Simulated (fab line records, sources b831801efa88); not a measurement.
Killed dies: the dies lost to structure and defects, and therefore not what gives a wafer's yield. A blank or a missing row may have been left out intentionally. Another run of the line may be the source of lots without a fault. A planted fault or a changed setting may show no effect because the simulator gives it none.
Matching of chambers -- flow sky130 -- SKY_VIA3_CMP_02 on cmp-02 has 4 sister chambers
The step polishes SiO2. 22 wafers are shown with their chamber, then 11 later ones without.

== WAFERS, EACH WITH ITS CHAMBER ==
wafer,chamber,motor current A (A)
L130.2,3,11.1
L130.3,1,11.6
L130.5,0,9.9
L131.1,0,10.4
L131.2,3,11.4
L131.3,2,12.6
L132.2,1,11.4
L132.3,0,10.4
L132.4,3,11.7
L135.1,1,11.4
L135.2,0,10.2
L135.5,3,11.3
L138.3,3,11.2
L138.5,0,10.2
L138.6,3,11.4
L139.1,2,13.1
L139.2,3,11.3
L139.6,1,11.7
L141.1,3,11.2
L141.2,0,10.5
L141.6,3,12.1
L143.1,3,12.1

SIGNATURES (means of the wafers above)
reading,chamber 0,chamber 1,chamber 2,chamber 3,scatter within a chamber
motor current A,10.267,11.525,12.850,11.480,0.3
Rule: for a wafer and a chamber, the distance is found by dividing, reading by reading, the gap between the wafer's reading and the chamber's mean by the reading's scatter, squaring, summing and taking the root. The wafer belongs to the nearest chamber; if the next one is less than 2 further off, it can't be placed. The scatter: the root of (the sum of the squares of (reading less its chamber's mean) over the shown wafers, divided by (wafers less chambers)).

== WAFERS WHOSE CHAMBER IS MISSING ==
wafer,motor current A (A)
L143.3,11.5
L143.5,11.3
L148.2,12.0
L148.3,10.6
L148.5,12.1
L149.4,10.8
L149.5,10.4
L149.6,11.7
L153.1,11.5
L153.2,12.4
L153.6,11.7

== THE CHAMBER EACH PASSED THROUGH ==
wafer,from the rows above,in truth
L143.3,can't be placed: 3 or 1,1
L143.5,can't be placed: 3 or 1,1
L148.2,can't be placed: 1 or 3 or 2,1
L148.3,can't be placed: 0 or 3 or 1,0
L148.5,can't be placed: 1 or 3 or 2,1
L149.4,can't be placed: 0 or 3 or 1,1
L149.5,0,0
L149.6,can't be placed: 1 or 3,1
L153.1,can't be placed: 3 or 1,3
L153.2,can't be placed: 2 or 1 or 3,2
L153.6,can't be placed: 1 or 3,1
Correctly placed: 1 of 11. These rows do not allow placing 10 (true chamber among the candidates in 10). Number placed wrongly: 0.
